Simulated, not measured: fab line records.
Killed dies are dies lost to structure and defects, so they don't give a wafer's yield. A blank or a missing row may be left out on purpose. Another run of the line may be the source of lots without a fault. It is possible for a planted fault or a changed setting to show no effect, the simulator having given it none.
Matching of chambers / flow gf180mcu / GF_M5_ETCH_09 on rie_diel-04: 4 sister chambers
The step etches Si3N4 in CF4/O2, target depth 52 nm, time 11.6 s. 20 wafers are shown with their chamber, then 10 later ones without.

WAFERS WITH THEIR CHAMBER
wafer=L074.1; chamber=0; drypump_motor_current_A (A)=6.0; oes_product_au (a.u.)=1.014; throttle_valve_pct (%)=5.980
wafer=L074.2; chamber=3; drypump_motor_current_A (A)=6.3; oes_product_au (a.u.)=1.004; throttle_valve_pct (%)=5.974
wafer=L074.3; chamber=2; drypump_motor_current_A (A)=6.5; oes_product_au (a.u.)=0.992; throttle_valve_pct (%)=5.959
wafer=L074.4; chamber=1; drypump_motor_current_A (A)=5.6; oes_product_au (a.u.)=0.997; throttle_valve_pct (%)=5.955
wafer=L074.5; chamber=3; drypump_motor_current_A (A)=6.3; oes_product_au (a.u.)=1.014; throttle_valve_pct (%)=5.970
wafer=L074.6; chamber=0; drypump_motor_current_A (A)=6.0; oes_product_au (a.u.)=1.009; throttle_valve_pct (%)=5.977
wafer=L078.3; chamber=3; drypump_motor_current_A (A)=6.3; oes_product_au (a.u.)=1.005; throttle_valve_pct (%)=5.963
wafer=L078.4; chamber=1; drypump_motor_current_A (A)=5.6; oes_product_au (a.u.)=1.000; throttle_valve_pct (%)=5.969
wafer=L078.5; chamber=2; drypump_motor_current_A (A)=6.5; oes_product_au (a.u.)=0.995; throttle_valve_pct (%)=5.961
wafer=L085.1; chamber=3; drypump_motor_current_A (A)=6.3; oes_product_au (a.u.)=1.002; throttle_valve_pct (%)=5.959
wafer=L085.3; chamber=2; drypump_motor_current_A (A)=6.5; oes_product_au (a.u.)=0.993; throttle_valve_pct (%)=5.971
wafer=L085.6; chamber=3; drypump_motor_current_A (A)=6.3; oes_product_au (a.u.)=1.014; throttle_valve_pct (%)=5.967
wafer=L086.1; chamber=3; drypump_motor_current_A (A)=6.3; oes_product_au (a.u.)=1.005; throttle_valve_pct (%)=5.964
wafer=L086.2; chamber=0; drypump_motor_current_A (A)=6.0; oes_product_au (a.u.)=1.008; throttle_valve_pct (%)=5.961
wafer=L086.3; chamber=2; drypump_motor_current_A (A)=6.5; oes_product_au (a.u.)=0.993; throttle_valve_pct (%)=5.974
wafer=L086.4; chamber=1; drypump_motor_current_A (A)=5.6; oes_product_au (a.u.)=1.000; throttle_valve_pct (%)=5.968
wafer=L086.5; chamber=3; drypump_motor_current_A (A)=6.3; oes_product_au (a.u.)=1.005; throttle_valve_pct (%)=5.971
wafer=L086.6; chamber=2; drypump_motor_current_A (A)=6.6; oes_product_au (a.u.)=0.993; throttle_valve_pct (%)=5.958
wafer=L091.1; chamber=2; drypump_motor_current_A (A)=6.5; oes_product_au (a.u.)=0.996; throttle_valve_pct (%)=5.981
wafer=L091.2; chamber=0; drypump_motor_current_A (A)=6.0; oes_product_au (a.u.)=1.006; throttle_valve_pct (%)=5.969

SIGNATURES (means of the wafers above)
reading=drypump_motor_current_A; chamber 0=6.000; chamber 1=5.600; chamber 2=6.517; chamber 3=6.300; scatter within a chamber=0.0228
reading=oes_product_au; chamber 0=1.00925; chamber 1=0.99900; chamber 2=0.99367; chamber 3=1.00700; scatter within a chamber=0.0035
reading=throttle_valve_pct; chamber 0=5.97175; chamber 1=5.96400; chamber 2=5.96733; chamber 3=5.96686; scatter within a chamber=0.00768
Rule: a wafer's distance from a chamber is the root of the sum, over the readings, of the square of ((its reading less the chamber's mean) divided by the reading's scatter). The wafer belongs to the nearest chamber; if the next one is less than 2 further off, it can't be placed. The scatter: the root of (the sum of the squares of (reading less its chamber's mean) over the shown wafers, divided by (wafers less chambers)).

WAFERS WITHOUT THEIR CHAMBER
wafer=L091.3; drypump_motor_current_A (A)=5.6; oes_product_au (a.u.)=0.995; throttle_valve_pct (%)=5.955
wafer=L091.4; drypump_motor_current_A (A)=6.3; oes_product_au (a.u.)=1.005; throttle_valve_pct (%)=5.971
wafer=L091.5; drypump_motor_current_A (A)=6.5; oes_product_au (a.u.)=1.000; throttle_valve_pct (%)=5.977
wafer=L091.6; drypump_motor_current_A (A)=6.3; oes_product_au (a.u.)=1.000; throttle_valve_pct (%)=5.978
wafer=L093.3; drypump_motor_current_A (A)=5.6; oes_product_au (a.u.)=0.993; throttle_valve_pct (%)=5.964
wafer=L093.4; drypump_motor_current_A (A)=6.5; oes_product_au (a.u.)=0.999; throttle_valve_pct (%)=5.977
wafer=L093.5; drypump_motor_current_A (A)=5.6; oes_product_au (a.u.)=0.999; throttle_valve_pct (%)=5.997
wafer=L097.3; drypump_motor_current_A (A)=6.0; oes_product_au (a.u.)=1.005; throttle_valve_pct (%)=5.977
wafer=L097.4; drypump_motor_current_A (A)=5.7; oes_product_au (a.u.)=0.992; throttle_valve_pct (%)=5.981
wafer=L097.6; drypump_motor_current_A (A)=6.5; oes_product_au (a.u.)=0.994; throttle_valve_pct (%)=5.972

THE CHAMBER EACH PASSED THROUGH
wafer=L091.3; from the rows above=1; in truth=1
wafer=L091.4; from the rows above=3; in truth=3
wafer=L091.5; from the rows above=2; in truth=2
wafer=L091.6; from the rows above=3; in truth=3
wafer=L093.3; from the rows above=1; in truth=1
wafer=L093.4; from the rows above=2; in truth=2
wafer=L093.5; from the rows above=1; in truth=1
wafer=L097.3; from the rows above=0; in truth=0
wafer=L097.4; from the rows above=1; in truth=1
wafer=L097.6; from the rows above=2; in truth=2
Correctly placed: 10 of 10. Number that these rows cannot place: 0. Placed wrongly: 0.
